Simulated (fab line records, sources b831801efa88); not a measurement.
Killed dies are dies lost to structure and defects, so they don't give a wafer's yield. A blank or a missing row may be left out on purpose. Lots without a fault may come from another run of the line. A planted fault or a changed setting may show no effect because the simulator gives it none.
Chamber matching | flow gf180mcu | GF_V3_CMP_04 on cmp-02: 4 sister chambers
The step polishes SiO2. 4 wafers are shown with their chamber, then 8 later ones without.

WAFERS WITH THEIR CHAMBER
wafer  | chamber | motor_current_A (A)
L279.1 | 2       | 11.3
L282.3 | 1       | 12.2
L282.5 | 0       | 12.1
L288.2 | 3       | 11.4

WAFERS WITHOUT THEIR CHAMBER
wafer  | motor_current_A (A)
L288.3 | 12.0
L288.5 | 11.9
L291.1 | 11.5
L291.2 | 10.9
L291.5 | 11.5
L295.4 | 12.0
L295.5 | 12.5
L295.6 | 10.7

WHICH CHAMBER EACH WENT THROUGH
wafer  | from the rows above               | in truth
L288.3 | can't be placed: 0 or 1 or 3      | 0
L288.5 | can't be placed: 0 or 1 or 3 or 2 | 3
L291.1 | can't be placed: 3 or 2 or 0      | 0
L291.2 | can't be placed: 2 or 3           | 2
L291.5 | can't be placed: 3 or 2 or 0      | 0
L295.4 | can't be placed: 0 or 1 or 3      | 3
L295.5 | can't be placed: 1 or 0           | 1
L295.6 | can't be placed: 2 or 3           | 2
Placed correctly: 0 of 8. Can't be placed from these rows: 8 (the true chamber is among the candidates in 8). Placed wrongly: 0.
How it was worked out, from the rows above alone: a wafer's distance from a chamber is the root of the sum, over the readings, of the square of ((its reading less the chamber's mean) divided by the reading's scatter). The wafer belongs to the nearest chamber; if the next one is less than 2 further off, it can't be placed. A chamber's mean is the mean of its shown wafers. The scatter: with one shown wafer a chamber, the root of the mean of the squares of how far each hidden wafer lies from its nearest shown one.
